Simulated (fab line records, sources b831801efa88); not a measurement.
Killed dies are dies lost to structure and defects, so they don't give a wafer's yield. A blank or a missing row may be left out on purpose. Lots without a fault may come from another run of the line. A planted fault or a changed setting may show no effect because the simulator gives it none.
Which tool did it? | flow gf180mcu | 8 lots, 24 wafers sampled, at 1 step of a route of 602

WHAT THE GAUGES READ, wafer by wafer
GF_POLY_GATE_CD_MEAS_10: target cd 280 nm.
lot  | measured     | on        | cd_nm (nm)
L542 | day 9 06:41  | cd_sem-02 | 279.9 281.0 281.6
L543 | day 9 22:31  | cd_sem-01 | 279.7 278.4 278.6
L545 | day 10 11:35 | cd_sem-01 | 278.9 279.3 280.0
L544 | day 10 13:25 | cd_sem-01 | 278.3 278.0 278.0
L547 | day 11 00:40 | cd_sem-01 | 280.0 278.4 278.6
L551 | day 12 04:48 | cd_sem-02 | 281.5 282.3 281.9
L553 | day 12 13:02 | cd_sem-02 | 279.7 278.7 279.6
L554 | day 13 02:31 | cd_sem-01 | 279.5 280.6 278.8

WHICH TOOL RAN EACH LOT (tool, then ch and the chambers of the sampled wafers, then the start)
The record holds no process step before these readings.

THE ANSWER, worked out from the rows above alone
Rule: what is usual is taken from the lots themselves. Put in order of their means at a reading, lots are off if they are a third of the lots or fewer, leave a main group of 4 or more, and stand apart from it by a gap of 3 or more times the standard deviation of the main group's means; of several such gaps the widest counts. A main group whose means are all the same, to the digits that the tables above print for the reading, isn't used. A lot without any number at a reading at which 4 lots or more have one is off too. The other lots that the step has rows for count as sound.
No lot is off at any reading shown: from this, nothing can be told.

WHAT THE SIMULATOR HAD PUT IN
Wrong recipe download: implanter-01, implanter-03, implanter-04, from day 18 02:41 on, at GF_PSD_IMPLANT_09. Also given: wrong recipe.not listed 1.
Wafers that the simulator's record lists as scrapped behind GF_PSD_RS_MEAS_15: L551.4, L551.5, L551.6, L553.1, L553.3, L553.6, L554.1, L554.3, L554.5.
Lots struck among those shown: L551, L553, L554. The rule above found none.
